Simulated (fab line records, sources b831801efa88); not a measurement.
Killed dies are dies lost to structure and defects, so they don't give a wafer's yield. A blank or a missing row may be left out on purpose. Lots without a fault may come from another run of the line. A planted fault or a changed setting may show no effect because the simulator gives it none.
Which tool did it? | flow sky130 | 13 lots, 39 wafers sampled, at 1 step of a route of 708

WHAT THE GAUGES READ, wafer by wafer
SKY_POLY_GATE_CD_MEAS_22. Usual: cd_nm 149.7 nm, standard deviation 2.1.
lot  | measured     | on        | cd_nm (nm)        | flag
L931 | day 16 01:39 | cd_sem-02 | 150.6 147.6 147.9 |
L932 | day 16 09:48 | cd_sem-01 | 147.4 145.4 148.6 |
L933 | day 16 20:41 | cd_sem-02 | 148.6 151.7 147.3 |
L934 | day 18 15:53 | cd_sem-02 | 152.1 151.1 151.6 |
L936 | day 19 05:26 | cd_sem-01 | 153.4 149.8 154.0 |
L939 | day 20 04:23 | cd_sem-02 | 148.7 145.3 145.4 |
L940 | day 20 08:25 | cd_sem-02 | 146.8 148.2 147.6 |
L943 | day 21 02:00 | cd_sem-01 | 149.3 149.7 149.3 |
L949 | day 22 22:47 | cd_sem-02 | 152.7 152.1 152.1 |
L951 | day 23 21:00 | cd_sem-01 | 149.0 150.1 152.3 |
L952 | day 24 04:49 | cd_sem-02 | 152.3 151.8 149.0 |
L953 | day 24 07:58 | cd_sem-01 | 151.8 152.8 150.6 |
L954 | day 24 18:37 | cd_sem-01 | 147.5 147.6 147.1 |

WHICH TOOL RAN EACH LOT (tool, then ch and the chambers of the sampled wafers, then the start)
The record holds no process step before these readings.

WHAT THE TOOLS THEMSELVES READ (means of the sampled wafers that have a number; where no wafer has one, the mark that the record gives instead)
The record holds no such reading with a usual standard deviation.

THE ANSWER, worked out from the rows above alone
Rule: a lot is off if the mean of its wafers that have a number lies more than 3 standard deviations from the usual mean. A lot without any number at a reading at which 4 lots or more have one is off too. The other lots that the step has rows for count as sound. The gauges are gone through in route order, then the tools' own readings, and for those a lot's mean is taken as printed above. The first step at which some lot is off is used, and at that step the reading that is off furthest; a lot without a number counts as furthest.
No lot is off at any reading shown: from this, nothing can be told.

WHAT THE SIMULATOR HAD PUT IN
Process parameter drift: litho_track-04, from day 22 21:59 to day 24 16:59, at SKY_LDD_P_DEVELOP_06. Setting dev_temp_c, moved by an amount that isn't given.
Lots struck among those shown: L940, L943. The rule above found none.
